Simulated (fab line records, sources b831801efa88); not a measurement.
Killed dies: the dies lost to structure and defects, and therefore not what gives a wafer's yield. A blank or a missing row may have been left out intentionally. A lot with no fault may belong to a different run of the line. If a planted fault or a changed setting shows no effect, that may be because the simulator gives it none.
fab line records / flow gf180mcu
[record] lots = 6 wafers = 18 lastDay = 34
route steps=602 shown VT_IMPLANT@104
lots that met no fault: from a run of the same line without faults
startH: hours from the record's first day to the start of the lot's first wafer shown / waitH: how many hours have passed since the lot's step before this one / " repeats the value in the row above / L1.1+2: a single row standing in for several wafers / - value missing, or start not given / * or withheld: withheld / < > ~ a bound
route shown NAME@n: names a module that has steps shown in the file, with the first one's number in the route / usual: mean/standard deviation taken from wafers without a fault / same: alike in all rows / chamber/n: place in a boat / sites: per-site readings / _std_site: the standard deviation of these / _edge_site: mean of outer sites minus mean of inner sites / radiusMm: how far each site lies from the wafer's centre / mask NAME#n: copy n / behind: tool/chamber where the wafer was last shaped / hold: cause of the lot's hold/its duration in hours/its outcome / device: the transistor (n, p or np) that didn't switch / end of line: tests run on the same wafers once the route is complete / for a step that has no rows: nothing shown but its recipe / killed: count of dies lost to structure and defects at first sort (not the wafer's yield) / map: dies across one wafer; x = killed, . = not, _ = none there
set.NAME: setting as actually run; set.NAME@STEP: the setting as run at that earlier step / model.NAME: the simulator's own value behind a step, which no gauge read
lots at some steps of the route; a table a step, a row a wafer
services: the hour from which a tool's chamber was out of use, counted from the record's first day as startH (under 0 if before that day), plus the number of hours and why
[[steps]]
[step GF_VT_IMPLANT_SOFTBAKE_14]
[recipe] tempC = 90 timeS = 60 resist = NOVOLAK
[step GF_VT_IMPLANT_EXPOSE_15]
[recipe] maskId = Nwell_LV_AREA targetCdNm = 860 na = 0.6 sourceShape = conventional sigmaOuter = 0.6 doseMj = 140
[step GF_VT_IMPLANT_PEB_16]
[recipe] tempC = withheld timeS = * resist = NOVOLAK
[step GF_VT_IMPLANT_DEVELOP_17]
[recipe] developTimeS = 60 devTempC = 23
[step GF_VT_IMPLANT_OVL_MEAS_18]
[usual] VT_IMPLANT_01_OVL = -1.0/1.4
lot.wafer=L247.1 tool=overlay-01 chamber=- startH=136.88 waitH=0.1 VT_IMPLANT_01_OVL[nm]=-1.1
lot.wafer=L247.2 tool=overlay-01 chamber=- startH=136.88 waitH=0.1 VT_IMPLANT_01_OVL[nm]=-0.7
lot.wafer=L247.6 tool=overlay-01 chamber=- startH=136.88 waitH=0.1 VT_IMPLANT_01_OVL[nm]=-2.4
lot.wafer=L253.1 tool=overlay-02 chamber=- startH=171.34 waitH=0.1 VT_IMPLANT_01_OVL[nm]=-0.9
lot.wafer=L253.4 tool=overlay-02 chamber=- startH=171.34 waitH=0.1 VT_IMPLANT_01_OVL[nm]=-2.2
lot.wafer=L253.5 tool=overlay-02 chamber=- startH=171.34 waitH=0.1 VT_IMPLANT_01_OVL[nm]=-1.2
lot.wafer=L259.2 tool=overlay-02 chamber=- startH=209.03 waitH=0.1 VT_IMPLANT_01_OVL[nm]=-1.5
lot.wafer=L259.5 tool=overlay-02 chamber=- startH=209.03 waitH=0.1 VT_IMPLANT_01_OVL[nm]=-1.2
lot.wafer=L259.6 tool=overlay-02 chamber=- startH=209.03 waitH=0.1 VT_IMPLANT_01_OVL[nm]=-1.4
lot.wafer=L260.1 tool=overlay-01 chamber=- startH=216.79 waitH=0.1 VT_IMPLANT_01_OVL[nm]=-0.1
lot.wafer=L260.3 tool=overlay-01 chamber=- startH=216.79 waitH=0.1 VT_IMPLANT_01_OVL[nm]=-2.2
lot.wafer=L260.5 tool=overlay-01 chamber=- startH=216.79 waitH=0.1 VT_IMPLANT_01_OVL[nm]=-0.9
lot.wafer=L264.3 tool=overlay-02 chamber=- startH=239.94 waitH=0.1 VT_IMPLANT_01_OVL[nm]=-1.8
lot.wafer=L264.5 tool=overlay-02 chamber=- startH=239.94 waitH=0.1 VT_IMPLANT_01_OVL[nm]=-1.4
lot.wafer=L264.6 tool=overlay-02 chamber=- startH=239.94 waitH=0.1 VT_IMPLANT_01_OVL[nm]=-1.3
lot.wafer=L267.2 tool=overlay-02 chamber=- startH=259.60 waitH=0.1 VT_IMPLANT_01_OVL[nm]=-1.1
lot.wafer=L267.4 tool=overlay-02 chamber=- startH=259.60 waitH=0.1 VT_IMPLANT_01_OVL[nm]=0.8
lot.wafer=L267.5 tool=overlay-02 chamber=- startH=259.60 waitH=0.1 VT_IMPLANT_01_OVL[nm]=-2.1
[step GF_VT_IMPLANT_IMPLANT_19]
[recipe] species = As energyKev = 100 doseCm2 = 4.35e+12 tiltDeg = 7
[step GF_VT_IMPLANT_STRIP_20]
[recipe] chemistry = O2/N2 powerW = 1400 pressureMtorr = 1500 platenTempC = 250 o2FlowSccm = 3000 n2FlowSccm = 300 overashFraction = 0.5
[usual] drypumpMotorCurrentA = 5.5/0.56 heaterPowerW = 334/37 oesProductAu = 0.716/0.0042 stripTimeToEndpointS = 12.64/0.036
lot.wafer=L247.1 tool=plasmaAsher-04 chamber=0 startH=137.06 waitH=0.1 drypumpMotorCurrentA=5.8 heaterPowerW=269 oesProductAu=0.722 rfHoursCounterH=36 stripTimeToEndpointS=12.58
lot.wafer=L247.2 tool=plasmaAsher-04 chamber=1 startH=137.06 waitH=0.1 drypumpMotorCurrentA=4.8 heaterPowerW=340 oesProductAu=0.721 rfHoursCounterH=36 stripTimeToEndpointS=12.63
lot.wafer=L247.6 tool=plasmaAsher-04 chamber=1 startH=137.06 waitH=0.1 drypumpMotorCurrentA=4.8 heaterPowerW=328 oesProductAu=0.714 rfHoursCounterH=- stripTimeToEndpointS=12.63
lot.wafer=L253.1 tool=plasmaAsher-02 chamber=1 startH=171.53 waitH=0.1 drypumpMotorCurrentA=4.7 heaterPowerW=364 oesProductAu=0.712 rfHoursCounterH=53 stripTimeToEndpointS=12.70
lot.wafer=L253.4 tool=plasmaAsher-02 chamber=0 startH=171.53 waitH=0.1 drypumpMotorCurrentA=6.0 heaterPowerW=379 oesProductAu=0.719 rfHoursCounterH=- stripTimeToEndpointS=12.71
lot.wafer=L253.5 tool=plasmaAsher-02 chamber=0 startH=171.53 waitH=0.1 drypumpMotorCurrentA=6.0 heaterPowerW=370 oesProductAu=0.719 rfHoursCounterH=- stripTimeToEndpointS=12.68
lot.wafer=L259.2 tool=plasmaAsher-02 chamber=0 startH=209.21 waitH=0.1 drypumpMotorCurrentA=6.0 heaterPowerW=377 oesProductAu=0.713 rfHoursCounterH=57 stripTimeToEndpointS=12.58
lot.wafer=L259.5 tool=plasmaAsher-02 chamber=0 startH=209.21 waitH=0.1 drypumpMotorCurrentA=6.0 heaterPowerW=387 oesProductAu=0.713 rfHoursCounterH=- stripTimeToEndpointS=12.61
lot.wafer=L259.6 tool=plasmaAsher-02 chamber=1 startH=209.21 waitH=0.1 drypumpMotorCurrentA=4.7 heaterPowerW=361 oesProductAu=0.714 rfHoursCounterH=- stripTimeToEndpointS=12.60
lot.wafer=L260.1 tool=plasmaAsher-04 chamber=1 startH=216.98 waitH=0.1 drypumpMotorCurrentA=4.8 heaterPowerW=333 oesProductAu=0.708 rfHoursCounterH=45 stripTimeToEndpointS=12.65
lot.wafer=L260.3 tool=plasmaAsher-04 chamber=0 startH=216.98 waitH=0.1 drypumpMotorCurrentA=5.8 heaterPowerW=272 oesProductAu=0.713 rfHoursCounterH=- stripTimeToEndpointS=12.65
lot.wafer=L260.5 tool=plasmaAsher-04 chamber=1 startH=216.98 waitH=0.1 drypumpMotorCurrentA=4.8 heaterPowerW=331 oesProductAu=0.719 rfHoursCounterH=- stripTimeToEndpointS=12.63
lot.wafer=L264.3 tool=plasmaAsher-03 chamber=0 startH=240.15 waitH=0.1 drypumpMotorCurrentA=6.0 heaterPowerW=296 oesProductAu=0.720 rfHoursCounterH=- stripTimeToEndpointS=12.60
lot.wafer=L264.5 tool=plasmaAsher-03 chamber=0 startH=240.15 waitH=0.1 drypumpMotorCurrentA=6.0 heaterPowerW=300 oesProductAu=0.717 rfHoursCounterH=- stripTimeToEndpointS=12.60
lot.wafer=L264.6 tool=plasmaAsher-03 chamber=1 startH=240.15 waitH=0.1 drypumpMotorCurrentA=6.0 heaterPowerW=323 oesProductAu=0.715 rfHoursCounterH=- stripTimeToEndpointS=12.64
lot.wafer=L267.2 tool=plasmaAsher-04 chamber=0 startH=259.78 waitH=0.1 drypumpMotorCurrentA=5.8 heaterPowerW=271 oesProductAu=0.709 rfHoursCounterH=49 stripTimeToEndpointS=12.72
lot.wafer=L267.4 tool=plasmaAsher-04 chamber=1 startH=259.78 waitH=0.1 drypumpMotorCurrentA=4.9 heaterPowerW=335 oesProductAu=0.725 rfHoursCounterH=- stripTimeToEndpointS=12.72
lot.wafer=L267.5 tool=plasmaAsher-04 chamber=1 startH=259.78 waitH=0.1 drypumpMotorCurrentA=4.9 heaterPowerW=325 oesProductAu=0.717 rfHoursCounterH=- stripTimeToEndpointS=12.71
[step GF_VT_IMPLANT_TW_MEAS_21]
[usual] VT_IMPLANT_2_TW = 1211/11
lot.wafer=L247.1 tool=filmMetro-02 chamber=- startH=137.16 waitH=0.1 VT_IMPLANT_2_TW=1192
lot.wafer=L247.2 tool=filmMetro-02 chamber=- startH=137.16 waitH=0.1 VT_IMPLANT_2_TW=1190
lot.wafer=L247.6 tool=filmMetro-02 chamber=- startH=137.16 waitH=0.1 VT_IMPLANT_2_TW=1193
lot.wafer=L253.1 tool=filmMetro-04 chamber=- startH=171.63 waitH=0.1 VT_IMPLANT_2_TW=1217
lot.wafer=L253.4 tool=filmMetro-04 chamber=- startH=171.63 waitH=0.1 VT_IMPLANT_2_TW=1220
lot.wafer=L253.5 tool=filmMetro-04 chamber=- startH=171.63 waitH=0.1 VT_IMPLANT_2_TW=1216
lot.wafer=L259.2 tool=filmMetro-01 chamber=- startH=209.32 waitH=0.1 VT_IMPLANT_2_TW=1213
lot.wafer=L259.5 tool=filmMetro-01 chamber=- startH=209.32 waitH=0.1 VT_IMPLANT_2_TW=1207
lot.wafer=L259.6 tool=filmMetro-01 chamber=- startH=209.32 waitH=0.1 VT_IMPLANT_2_TW=1206
lot.wafer=L260.1 tool=filmMetro-02 chamber=- startH=217.08 waitH=0.1 VT_IMPLANT_2_TW=1205
lot.wafer=L260.3 tool=filmMetro-02 chamber=- startH=217.08 waitH=0.1 VT_IMPLANT_2_TW=1209
lot.wafer=L260.5 tool=filmMetro-02 chamber=- startH=217.08 waitH=0.1 VT_IMPLANT_2_TW=1203
lot.wafer=L264.3 tool=filmMetro-04 chamber=- startH=240.24 waitH=0.1 VT_IMPLANT_2_TW=1225
lot.wafer=L264.5 tool=filmMetro-04 chamber=- startH=240.24 waitH=0.1 VT_IMPLANT_2_TW=1222
lot.wafer=L264.6 tool=filmMetro-04 chamber=- startH=240.24 waitH=0.1 VT_IMPLANT_2_TW=1222
lot.wafer=L267.2 tool=filmMetro-01 chamber=- startH=259.89 waitH=0.1 VT_IMPLANT_2_TW=1204
lot.wafer=L267.4 tool=filmMetro-01 chamber=- startH=259.89 waitH=0.1 VT_IMPLANT_2_TW=1209
lot.wafer=L267.5 tool=filmMetro-01 chamber=- startH=259.89 waitH=0.1 VT_IMPLANT_2_TW=1212
[step GF_VT_IMPLANT_DEHYDRATE_22]
[recipe] tempC = 200 timeS = 60
[step GF_VT_IMPLANT_HMDS_23]
[recipe] primeTimeS = 60 primeTempC = 120
[step GF_VT_IMPLANT_COAT_24]
[recipe] resist = NOVOLAK spinRpm = 3000 resistThkNm = 1000
[step GF_VT_IMPLANT_SOFTBAKE_25]
[recipe] tempC = 90 timeS = 60 resist = NOVOLAK
[step GF_VT_IMPLANT_EXPOSE_26]
[recipe] maskId = LVPWELL_HV_AREA targetCdNm = 860 na = 0.6 sourceShape = conventional sigmaOuter = 0.6 doseMj = 140
[usual] exposureDoseMJCm2 = 140.00/0.14 focusOffsetNm = 0.0/0.55 stageVelMmS = 499.89/0.24
lot.wafer=L247.1 tool=ilineStepper-01 chamber=0 startH=144.38 waitH=- mask=LVPWELL_HV_AREA#0 exposureDoseMJCm2=140.16 focusOffsetNm=0.2 stageVelMmS=499.69 model.VT_IMPLANT.overlayXNm=-1.142
lot.wafer=L247.2 tool=ilineStepper-01 chamber=0 startH=144.38 waitH=- mask=LVPWELL_HV_AREA#0 exposureDoseMJCm2=140.38 focusOffsetNm=-0.7 stageVelMmS=499.94 model.VT_IMPLANT.overlayXNm=-1.142
lot.wafer=L247.6 tool=ilineStepper-01 chamber=0 startH=144.38 waitH=- mask=LVPWELL_HV_AREA#0 exposureDoseMJCm2=140.13 focusOffsetNm=0.7 stageVelMmS=499.69 model.VT_IMPLANT.overlayXNm=-1.142
lot.wafer=L253.1 tool=ilineStepper-01 chamber=0 startH=180.08 waitH=- mask=LVPWELL_HV_AREA#0 exposureDoseMJCm2=140.00 focusOffsetNm=0.0 stageVelMmS=499.77 model.VT_IMPLANT.overlayXNm=-1.252
lot.wafer=L253.4 tool=ilineStepper-01 chamber=0 startH=180.08 waitH=- mask=LVPWELL_HV_AREA#0 exposureDoseMJCm2=140.16 focusOffsetNm=-0.1 stageVelMmS=499.73 model.VT_IMPLANT.overlayXNm=-1.252
lot.wafer=L253.5 tool=ilineStepper-01 chamber=0 startH=180.08 waitH=- mask=LVPWELL_HV_AREA#0 exposureDoseMJCm2=140.29 focusOffsetNm=-0.8 stageVelMmS=499.33 model.VT_IMPLANT.overlayXNm=-1.252
lot.wafer=L259.2 tool=ilineStepper-02 chamber=- startH=218.89 waitH=- mask=LVPWELL_HV_AREA#0 exposureDoseMJCm2=- focusOffsetNm=- stageVelMmS=- model.VT_IMPLANT.overlayXNm=0.1418
lot.wafer=L259.5 tool=ilineStepper-02 chamber=- startH=218.89 waitH=- mask=LVPWELL_HV_AREA#0 exposureDoseMJCm2=- focusOffsetNm=- stageVelMmS=- model.VT_IMPLANT.overlayXNm=0.1418
lot.wafer=L259.6 tool=ilineStepper-02 chamber=- startH=218.89 waitH=- mask=LVPWELL_HV_AREA#0 exposureDoseMJCm2=- focusOffsetNm=- stageVelMmS=- model.VT_IMPLANT.overlayXNm=0.1418
lot.wafer=L260.1 tool=ilineStepper-01 chamber=- startH=225.66 waitH=- mask=LVPWELL_HV_AREA#0 exposureDoseMJCm2=- focusOffsetNm=- stageVelMmS=- model.VT_IMPLANT.overlayXNm=-0.5311
lot.wafer=L260.3 tool=ilineStepper-01 chamber=- startH=225.66 waitH=- mask=LVPWELL_HV_AREA#0 exposureDoseMJCm2=- focusOffsetNm=- stageVelMmS=- model.VT_IMPLANT.overlayXNm=-0.5311
lot.wafer=L260.5 tool=ilineStepper-01 chamber=- startH=225.66 waitH=- mask=LVPWELL_HV_AREA#0 exposureDoseMJCm2=- focusOffsetNm=- stageVelMmS=- model.VT_IMPLANT.overlayXNm=-0.5311
lot.wafer=L264.3 tool=ilineStepper-02 chamber=0 startH=247.78 waitH=- mask=LVPWELL_HV_AREA#0 exposureDoseMJCm2=139.88 focusOffsetNm=-0.8 stageVelMmS=500.15 model.VT_IMPLANT.overlayXNm=-0.1221
lot.wafer=L264.5 tool=ilineStepper-02 chamber=0 startH=247.78 waitH=- mask=LVPWELL_HV_AREA#0 exposureDoseMJCm2=140.16 focusOffsetNm=-0.2 stageVelMmS=499.69 model.VT_IMPLANT.overlayXNm=-0.1221
lot.wafer=L264.6 tool=ilineStepper-02 chamber=0 startH=247.78 waitH=- mask=LVPWELL_HV_AREA#0 exposureDoseMJCm2=139.99 focusOffsetNm=-0.9 stageVelMmS=499.85 model.VT_IMPLANT.overlayXNm=-0.1221
lot.wafer=L267.2 tool=ilineStepper-02 chamber=0 startH=268.93 waitH=- mask=LVPWELL_HV_AREA#0 exposureDoseMJCm2=139.83 focusOffsetNm=0.8 stageVelMmS=500.18 model.VT_IMPLANT.overlayXNm=0.03327
lot.wafer=L267.4 tool=ilineStepper-02 chamber=0 startH=268.93 waitH=- mask=LVPWELL_HV_AREA#0 exposureDoseMJCm2=139.86 focusOffsetNm=0.5 stageVelMmS=499.98 model.VT_IMPLANT.overlayXNm=0.03327
lot.wafer=L267.5 tool=ilineStepper-02 chamber=0 startH=268.93 waitH=- mask=LVPWELL_HV_AREA#0 exposureDoseMJCm2=140.09 focusOffsetNm=0.1 stageVelMmS=499.82 model.VT_IMPLANT.overlayXNm=0.03327
[step GF_VT_IMPLANT_PEB_27]
[recipe] tempC = withheld timeS = * resist = NOVOLAK
[[services]]
tool=ilineStepper-02 chamber=- startH=121.93 hours=1.7 kind=repair
tool=ilineStepper-02 chamber=- startH=143.77 hours=1.7 kind=pm
tool=plasmaAsher-03 chamber=- startH=151.70 hours=11.2 kind=pm
tool=ilineStepper-02 chamber=- startH=169.29 hours=0.8 kind=repair
tool=plasmaAsher-04 chamber=- startH=170.53 hours=2.8 kind=repair
tool=ilineStepper-01 chamber=- startH=207.26 hours=1.7 kind=pm
tool=ilineStepper-01 chamber=- startH=235.67 hours=2.1 kind=pm
tool=ilineStepper-01 chamber=- startH=237.75 hours=- kind=consumableReplace:lamp
tool=ilineStepper-02 chamber=0 startH=261.78 hours=- kind=calibration
[[key]]
[firstSign] step = GF_VT_IMPLANT_EXPOSE_26 reading = toolRecord direction = missing
effect none on later readings
[modelEffect] step = GF_VT_IMPLANT_EXPOSE_26 value = VT_IMPLANT.overlayXNm without = 0.5937 struck = -0.1946
metAt GF_VT_IMPLANT_EXPOSE_26
struckWafers L259.2,L259.5,L259.6,L260.1,L260.3,L260.5
laterRowsLeftOut L259.2,L259.5,L259.6,L260.1,L260.3,L260.5
sortLeftOut L259.2,L259.5,L259.6,L260.1,L260.3,L260.5
testerLeftOut L259,L260
onsetBetween 180.08 218.89
[fault] kind = skippedStepWhole tool = ilineStepper-01,ilineStepper-02 chamber = - onsetH = 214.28 steps = GF_VT_IMPLANT_EXPOSE_26 scope = struckLotsOnly
// testerLeftOut: of these lots the tester's yield and bins aren't shown, on N5 and GAA mostly nor the transistor test; their killed dies are dies lost to structure and defects alone, not to doping, threshold or leakage, so they don't give the yield
// sortLeftOut: the simulated sort isn't trusted on such a fault, so these wafers' sort isn't shown, and their yield isn't known
// laterRowsLeftOut: the simulator's readings of these wafers behind a module that went badly wrong aren't trusted and aren't shown, but for the sort
